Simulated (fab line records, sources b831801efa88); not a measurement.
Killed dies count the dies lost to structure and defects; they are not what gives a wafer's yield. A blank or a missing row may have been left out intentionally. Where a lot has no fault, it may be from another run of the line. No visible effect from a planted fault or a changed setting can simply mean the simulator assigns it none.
Matching of chambers + flow gf180mcu + pecvd-04 running GF_V4_CVD_02: 3 sister chambers
The step deposits SiO2 from TEOS, target thk 850 nm, time 94.851 s. 3 wafers are shown with their chamber, then 11 later ones without.

EACH WAFER AND ITS CHAMBER
| wafer  | chamber | heater_power_w (W) |
|--------|---------|--------------------|
| L085.1 | 0       | 604                |
| L085.5 | 2       | 732                |
| L086.3 | 1       | 661                |

WAFERS WITH NO CHAMBER GIVEN
| wafer  | heater_power_w (W) |
|--------|--------------------|
| L086.4 | 658                |
| L086.5 | 552                |
| L089.2 | 626                |
| L089.3 | 658                |
| L089.6 | 670                |
| L090.2 | 696                |
| L090.3 | 603                |
| L090.4 | 648                |
| L095.2 | 607                |
| L095.5 | 601                |
| L095.6 | 702                |

EACH ONE'S CHAMBER
| wafer  | from the rows above     | in truth                   |
|--------|-------------------------|----------------------------|
| L086.4 | 1                       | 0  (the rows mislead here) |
| L086.5 | 0                       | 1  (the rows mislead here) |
| L089.2 | can't be placed: 0 or 1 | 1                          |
| L089.3 | 1                       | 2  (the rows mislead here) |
| L089.6 | 1                       | 1                          |
| L090.2 | can't be placed: 1 or 2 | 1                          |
| L090.3 | 0                       | 0                          |
| L090.4 | can't be placed: 1 or 0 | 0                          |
| L095.2 | 0                       | 0                          |
| L095.5 | 0                       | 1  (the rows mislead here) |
| L095.6 | can't be placed: 2 or 1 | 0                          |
3 of 11 placed correctly. Unplaceable from these rows: 4, with the true chamber sitting among the candidates in 3. Number placed wrongly: 4.
How it was worked out, from the rows above alone: a wafer's distance from a chamber is the root of the sum, over the readings, of the square of ((its reading less the chamber's mean) divided by the reading's scatter). If the next closest chamber is less than 2 further off than the closest, the wafer can't be placed; otherwise it belongs to the closest. For every chamber, the mean is computed from those of its wafers that are shown. The scatter (one wafer shown for each chamber): square how far every hidden wafer sits from the nearest shown wafer, average those squares and take the square root.
